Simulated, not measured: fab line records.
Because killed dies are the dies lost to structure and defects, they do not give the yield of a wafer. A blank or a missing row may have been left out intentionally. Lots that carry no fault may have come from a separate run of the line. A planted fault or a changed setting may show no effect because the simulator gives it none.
Which tool was responsible? / flow sky130 / 10 lots with 30 wafers sampled at 5 steps, on a route of 708 steps

WHAT THE GAUGES SHOWED, per wafer
The record lacks any reading of a measuring or inspecting step that a usual standard deviation could be used to judge.

WHICH TOOL RAN EACH LOT (tool, then ch and the chambers of the sampled wafers, then the start)
lot=L681; SKY_METAL2_ETCH_18=rieMetal-03 ch 0, day 36 02:43; SKY_VIA2_STRIP_16=plasmaAsher-01 ch 0,1, day 37 07:34; SKY_VIA2_CMP_24=cmp-01 ch 1,2, day 37 08:32; SKY_METAL3_SPUTTER_00=pvdSputter-03, day 37 08:50; SKY_PAD_OPEN_PROBE_99=prober-01, day 46 16:54
lot=L683; SKY_METAL2_ETCH_18=rieMetal-01 ch 0,1, day 37 23:14; SKY_VIA2_STRIP_16=plasmaAsher-01 ch 0,1, day 39 03:05; SKY_VIA2_CMP_24=cmp-02 ch 0,1,2, day 39 04:07; SKY_METAL3_SPUTTER_00=pvdSputter-03, day 39 04:22; SKY_PAD_OPEN_PROBE_99=prober-01, day 48 00:16
lot=L694; SKY_METAL2_ETCH_18=rieMetal-01 ch 0,1, day 40 20:27; SKY_VIA2_STRIP_16=plasmaAsher-01 ch 0,1, day 41 22:02; SKY_VIA2_CMP_24=cmp-01 ch 0,2, day 41 23:01; SKY_METAL3_SPUTTER_00=pvdSputter-01, day 41 23:16; SKY_PAD_OPEN_PROBE_99=-
lot=L693; SKY_METAL2_ETCH_18=rieMetal-02 ch 0,1, day 40 22:33; SKY_VIA2_STRIP_16=plasmaAsher-03 ch 0,1, day 42 01:20; SKY_VIA2_CMP_24=cmp-02 ch 0,2,3, day 42 02:19; SKY_METAL3_SPUTTER_00=pvdSputter-01, day 42 02:37; SKY_PAD_OPEN_PROBE_99=prober-01, day 50 08:25
lot=L696; SKY_METAL2_ETCH_18=rieMetal-02 ch 1, day 41 02:29; SKY_VIA2_STRIP_16=plasmaAsher-03 ch 0,1, day 42 03:28; SKY_VIA2_CMP_24=cmp-01 ch 0,1,3, day 42 04:26; SKY_METAL3_SPUTTER_00=pvdSputter-01, day 42 04:44; SKY_PAD_OPEN_PROBE_99=-
lot=L695; SKY_METAL2_ETCH_18=rieMetal-02 ch 0,1, day 41 07:20; SKY_VIA2_STRIP_16=plasmaAsher-02 ch 0,1, day 42 08:07; SKY_VIA2_CMP_24=cmp-02 ch 1,3, day 42 09:10; SKY_METAL3_SPUTTER_00=pvdSputter-01, day 42 09:28; SKY_PAD_OPEN_PROBE_99=-
lot=L698; SKY_METAL2_ETCH_18=rieMetal-01 ch 0,1, day 41 13:17; SKY_VIA2_STRIP_16=plasmaAsher-02 ch 1, day 42 14:41; SKY_VIA2_CMP_24=cmp-01 ch 1,2, day 42 15:38; SKY_METAL3_SPUTTER_00=pvdSputter-02, day 42 15:56; SKY_PAD_OPEN_PROBE_99=-
lot=L697; SKY_METAL2_ETCH_18=rieMetal-03 ch 0,1, day 41 16:45; SKY_VIA2_STRIP_16=plasmaAsher-03 ch 0,1, day 42 17:33; SKY_VIA2_CMP_24=cmp-02 ch 1,2,3, day 42 18:35; SKY_METAL3_SPUTTER_00=pvdSputter-02, day 42 18:47; SKY_PAD_OPEN_PROBE_99=-
lot=L699; SKY_METAL2_ETCH_18=rieMetal-03 ch 0,1, day 42 00:01; SKY_VIA2_STRIP_16=plasmaAsher-03 ch 0,1, day 43 00:55; SKY_VIA2_CMP_24=cmp-02 ch 0,2,3, day 43 01:57; SKY_METAL3_SPUTTER_00=pvdSputter-01, day 43 02:12; SKY_PAD_OPEN_PROBE_99=-
lot=L701; SKY_METAL2_ETCH_18=rieMetal-01 ch 0,1, day 42 05:08; SKY_VIA2_STRIP_16=plasmaAsher-03 ch 0,1, day 43 06:01; SKY_VIA2_CMP_24=cmp-02 ch 2,3, day 43 07:01; SKY_METAL3_SPUTTER_00=pvdSputter-01, day 43 07:19; SKY_PAD_OPEN_PROBE_99=prober-02, day 51 04:16
- SKY_METAL2_ETCH_18: etches BARC in N2/H2, stops on SiO2, time 45.9 s, target depth 60 nm.
- SKY_VIA2_STRIP_16: strips in O2/N2.
- SKY_VIA2_CMP_24: polishes, stops on SiO2, t overpolish 20 s, target thk 0 nm.
- SKY_METAL3_SPUTTER_00: material Ti, target thk 15 nm, time 10 s.
- SKY_PAD_OPEN_PROBE_99

WHAT THE TOOLS THEMSELVES READ (means of the sampled wafers that have a number; where no wafer has one, the mark that the record gives instead)
SKY_METAL2_ETCH_18. Usual: chamberPressureMTorr 29.998 mTorr, standard deviation 0.027; drypumpMotorCurrentA 5.6 A, standard deviation 0.36; oesProductAu 0.855 a.u., standard deviation 0.0044; rfFwdPowerW 495.9 W, standard deviation 1.6; throttleValvePct 13.225 %, standard deviation 0.0091.
lot=L681; tool=rieMetal-03; chamberPressureMTorr (mTorr)=30.005; drypumpMotorCurrentA (A)=5.0; oesProductAu (a.u.)=0.858; rfFwdPowerW (W)=495.3; throttleValvePct (%)=13.229; flag=
lot=L683; tool=rieMetal-01; chamberPressureMTorr (mTorr)=30.005; drypumpMotorCurrentA (A)=5.6; oesProductAu (a.u.)=0.856; rfFwdPowerW (W)=496.0; throttleValvePct (%)=13.229; flag=
lot=L694; tool=rieMetal-01; chamberPressureMTorr (mTorr)=30.011; drypumpMotorCurrentA (A)=5.8; oesProductAu (a.u.)=0.852; rfFwdPowerW (W)=497.0; throttleValvePct (%)=13.223; flag=
lot=L693; tool=rieMetal-02; chamberPressureMTorr (mTorr)=29.974; drypumpMotorCurrentA (A)=5.9; oesProductAu (a.u.)=0.852; rfFwdPowerW (W)=497.0; throttleValvePct (%)=13.225; flag=
lot=L696; tool=rieMetal-02; chamberPressureMTorr (mTorr)=29.986; drypumpMotorCurrentA (A)=5.8; oesProductAu (a.u.)=0.851; rfFwdPowerW (W)=497.9; throttleValvePct (%)=13.231; flag=
lot=L695; tool=rieMetal-02; chamberPressureMTorr (mTorr)=30.008; drypumpMotorCurrentA (A)=5.9; oesProductAu (a.u.)=0.854; rfFwdPowerW (W)=496.2; throttleValvePct (%)=13.225; flag=
lot=L698; tool=rieMetal-01; chamberPressureMTorr (mTorr)=29.984; drypumpMotorCurrentA (A)=5.8; oesProductAu (a.u.)=0.856; rfFwdPowerW (W)=495.7; throttleValvePct (%)=13.219; flag=
lot=L697; tool=rieMetal-03; chamberPressureMTorr (mTorr)=30.005; drypumpMotorCurrentA (A)=5.2; oesProductAu (a.u.)=0.853; rfFwdPowerW (W)=495.8; throttleValvePct (%)=13.216; flag=
lot=L699; tool=rieMetal-03; chamberPressureMTorr (mTorr)=30.014; drypumpMotorCurrentA (A)=5.4; oesProductAu (a.u.)=0.857; rfFwdPowerW (W)=496.1; throttleValvePct (%)=13.227; flag=
lot=L701; tool=rieMetal-01; chamberPressureMTorr (mTorr)=29.987; drypumpMotorCurrentA (A)=5.8; oesProductAu (a.u.)=0.855; rfFwdPowerW (W)=495.2; throttleValvePct (%)=13.228; flag=

SKY_VIA2_STRIP_16. Usual: chamberPressureMTorr 1499.8 mTorr, standard deviation 1.4; drypumpMotorCurrentA 5.6 A, standard deviation 0.48; oesProductAu 0.396 a.u., standard deviation 0.0048; stripTimeToEndpointS 3.994 s, standard deviation 0.024.
lot=L681; tool=plasmaAsher-01; chamberPressureMTorr (mTorr)=1499.6; drypumpMotorCurrentA (A)=5.4; oesProductAu (a.u.)=0.396; stripTimeToEndpointS (s)=4.007; flag=
lot=L683; tool=plasmaAsher-01; chamberPressureMTorr (mTorr)=1499.8; drypumpMotorCurrentA (A)=5.2; oesProductAu (a.u.)=0.396; stripTimeToEndpointS (s)=3.973; flag=
lot=L694; tool=plasmaAsher-01; chamberPressureMTorr (mTorr)=1498.7; drypumpMotorCurrentA (A)=5.2; oesProductAu (a.u.)=0.398; stripTimeToEndpointS (s)=4.013; flag=
lot=L693; tool=plasmaAsher-03; chamberPressureMTorr (mTorr)=1499.9; drypumpMotorCurrentA (A)=5.9; oesProductAu (a.u.)=0.399; stripTimeToEndpointS (s)=4.015; flag=
lot=L696; tool=plasmaAsher-03; chamberPressureMTorr (mTorr)=1500.3; drypumpMotorCurrentA (A)=5.9; oesProductAu (a.u.)=0.393; stripTimeToEndpointS (s)=3.983; flag=
lot=L695; tool=plasmaAsher-02; chamberPressureMTorr (mTorr)=1499.6; drypumpMotorCurrentA (A)=5.5; oesProductAu (a.u.)=0.401; stripTimeToEndpointS (s)=4.030; flag=
lot=L698; tool=plasmaAsher-02; chamberPressureMTorr (mTorr)=1500.9; drypumpMotorCurrentA (A)=5.2; oesProductAu (a.u.)=0.394; stripTimeToEndpointS (s)=3.972; flag=
lot=L697; tool=plasmaAsher-03; chamberPressureMTorr (mTorr)=1499.3; drypumpMotorCurrentA (A)=5.9; oesProductAu (a.u.)=0.391; stripTimeToEndpointS (s)=4.002; flag=
lot=L699; tool=plasmaAsher-03; chamberPressureMTorr (mTorr)=1499.0; drypumpMotorCurrentA (A)=5.6; oesProductAu (a.u.)=0.396; stripTimeToEndpointS (s)=3.963; flag=
lot=L701; tool=plasmaAsher-03; chamberPressureMTorr (mTorr)=1501.0; drypumpMotorCurrentA (A)=5.5; oesProductAu (a.u.)=0.396; stripTimeToEndpointS (s)=4.001; flag=

SKY_VIA2_CMP_24. Usual: edgeZonePressureFrac 1.000, standard deviation 0.0057; motorCurrentA 11.4 A, standard deviation 1.1; overpolishRunS 19.999 s, standard deviation 0.0094; platenRpm 60.00 rpm, standard deviation 0.039; slurryFilterDpKPa 13.52 kPa, standard deviation 0.14; timeToEndpointS 102.3 s, standard deviation 3.
lot=L681; tool=cmp-01; edgeZonePressureFrac=0.997; motorCurrentA (A)=11.2; overpolishRunS (s)=20.001; platenRpm (rpm)=59.97; slurryFilterDpKPa (kPa)=13.64; timeToEndpointS (s)=102.7; flag=
lot=L683; tool=cmp-02; edgeZonePressureFrac=1.001; motorCurrentA (A)=11.3; overpolishRunS (s)=21.733; platenRpm (rpm)=59.98; slurryFilterDpKPa (kPa)=13.57; timeToEndpointS (s)=107.5; flag=OFF
lot=L694; tool=cmp-01; edgeZonePressureFrac=1.001; motorCurrentA (A)=11.6; overpolishRunS (s)=20.004; platenRpm (rpm)=60.01; slurryFilterDpKPa (kPa)=13.53; timeToEndpointS (s)=106.5; flag=
lot=L693; tool=cmp-02; edgeZonePressureFrac=1.005; motorCurrentA (A)=11.9; overpolishRunS (s)=20.002; platenRpm (rpm)=59.96; slurryFilterDpKPa (kPa)=13.52; timeToEndpointS (s)=102.1; flag=
lot=L696; tool=cmp-01; edgeZonePressureFrac=1.003; motorCurrentA (A)=11.3; overpolishRunS (s)=19.997; platenRpm (rpm)=60.02; slurryFilterDpKPa (kPa)=13.52; timeToEndpointS (s)=100.2; flag=
lot=L695; tool=cmp-02; edgeZonePressureFrac=1.005; motorCurrentA (A)=10.6; overpolishRunS (s)=20.004; platenRpm (rpm)=59.96; slurryFilterDpKPa (kPa)=13.56; timeToEndpointS (s)=99.1; flag=
lot=L698; tool=cmp-01; edgeZonePressureFrac=1.004; motorCurrentA (A)=11.3; overpolishRunS (s)=19.997; platenRpm (rpm)=60.00; slurryFilterDpKPa (kPa)=13.43; timeToEndpointS (s)=98.6; flag=
lot=L697; tool=cmp-02; edgeZonePressureFrac=0.997; motorCurrentA (A)=10.7; overpolishRunS (s)=19.996; platenRpm (rpm)=60.00; slurryFilterDpKPa (kPa)=13.49; timeToEndpointS (s)=101.2; flag=
lot=L699; tool=cmp-02; edgeZonePressureFrac=0.997; motorCurrentA (A)=12.1; overpolishRunS (s)=20.004; platenRpm (rpm)=60.06; slurryFilterDpKPa (kPa)=13.42; timeToEndpointS (s)=100.8; flag=
lot=L701; tool=cmp-02; edgeZonePressureFrac=0.995; motorCurrentA (A)=12.1; overpolishRunS (s)=19.999; platenRpm (rpm)=59.97; slurryFilterDpKPa (kPa)=13.59; timeToEndpointS (s)=103.1; flag=

SKY_METAL3_SPUTTER_00. Usual: throttleValvePct reads 29.8 % (standard deviation 0.84).
lot=L681; tool=pvdSputter-03; throttleValvePct (%)=29.0; flag=
lot=L683; tool=pvdSputter-03; throttleValvePct (%)=30.0; flag=
lot=L694; tool=pvdSputter-01; throttleValvePct (%)=29.6; flag=
lot=L693; tool=pvdSputter-01; throttleValvePct (%)=29.5; flag=
lot=L696; tool=pvdSputter-01; throttleValvePct (%)=29.7; flag=
lot=L695; tool=pvdSputter-01; throttleValvePct (%)=29.7; flag=
lot=L698; tool=pvdSputter-02; throttleValvePct (%)=30.7; flag=
lot=L697; tool=pvdSputter-02; throttleValvePct (%)=29.8; flag=
lot=L699; tool=pvdSputter-01; throttleValvePct (%)=29.8; flag=
lot=L701; tool=pvdSputter-01; throttleValvePct (%)=29.9; flag=

SKY_PAD_OPEN_PROBE_99. Usual: defectLimitedYield 82.1 %, standard deviation 1.8; killed_at_M0_to_M3 44, standard deviation 6.2; killed_at_M4_up 3.3, standard deviation 1.8; killedAtContacts 25, standard deviation 5.8; killedAtFrontEnd 15, standard deviation 4; killedAtOther 0.3, standard deviation 0.49; killedDies 88, standard deviation 8.8; killedOpen 48, standard deviation 6.5; killedShort 39, standard deviation 6.3; sort_bin_3_pad_short 0.9 %, standard deviation 0.41; sort_bin_5_function 10.6 %, standard deviation 1.4; sort_bin_6_memory 6.4 %, standard deviation 1.1; sortNPass 404, standard deviation 8.8; sortYieldPct 82.1 %, standard deviation 1.8.
lot=L681; tool=prober-01; defectLimitedYield (%)=82.6; killed_at_M0_to_M3=42; killed_at_M4_up=3.7; killedAtContacts=24; killedAtFrontEnd=15; killedAtOther=0.3; killedDies=85; killedOpen=44; killedShort=41; sort_bin_3_pad_short (%)=0.5; sort_bin_5_function (%)=10.5; sort_bin_6_memory (%)=6.3; sortNPass=407; sortYieldPct (%)=82.6; flag=
lot=L683; tool=prober-01; defectLimitedYield (%)=83.3; killed_at_M0_to_M3=40; killed_at_M4_up=2.7; killedAtContacts=25; killedAtFrontEnd=14; killedAtOther=0.3; killedDies=82; killedOpen=45; killedShort=37; sort_bin_3_pad_short (%)=0.7; sort_bin_5_function (%)=9.6; sort_bin_6_memory (%)=6.4; sortNPass=410; sortYieldPct (%)=83.3; flag=
lot=L693; tool=prober-01; defectLimitedYield (%)=82.8; killed_at_M0_to_M3=46; killed_at_M4_up=3.3; killedAtContacts=20; killedAtFrontEnd=15; killedAtOther=0.0; killedDies=85; killedOpen=50; killedShort=34; sort_bin_3_pad_short (%)=0.9; sort_bin_5_function (%)=10.3; sort_bin_6_memory (%)=6.0; sortNPass=407; sortYieldPct (%)=82.8; flag=
lot=L701; tool=prober-02; defectLimitedYield (%)=80.6; killed_at_M0_to_M3=43; killed_at_M4_up=3.3; killedAtContacts=30; killedAtFrontEnd=18; killedAtOther=0.7; killedDies=95; killedOpen=47; killedShort=46; sort_bin_3_pad_short (%)=1.2; sort_bin_5_function (%)=11.6; sort_bin_6_memory (%)=6.6; sortNPass=397; sortYieldPct (%)=80.6; flag=

THE ANSWER, worked out from the rows above alone
Rule: take the mean of a lot's wafers that have a number; if it is more than 3 standard deviations from the usual mean, the lot is off. Also off: a lot with no number at a reading for which 4 or more lots have one. The other lots that the step has rows for count as sound. Order of review: gauges by route order, followed by the tools' own readings, for which a lot's mean as printed above is used. The first step at which some lot is off is used, and at that step the reading that is off furthest; a lot without a number counts as furthest.
Off, at SKY_VIA2_CMP_24 on overpolishRunS: L683.
A tool fits if, at that step or a process step before it, it ran every lot that is off, and no sound lot after the first of them. No candidate that was tried fits.

WHAT THE SIMULATOR HAD PUT IN
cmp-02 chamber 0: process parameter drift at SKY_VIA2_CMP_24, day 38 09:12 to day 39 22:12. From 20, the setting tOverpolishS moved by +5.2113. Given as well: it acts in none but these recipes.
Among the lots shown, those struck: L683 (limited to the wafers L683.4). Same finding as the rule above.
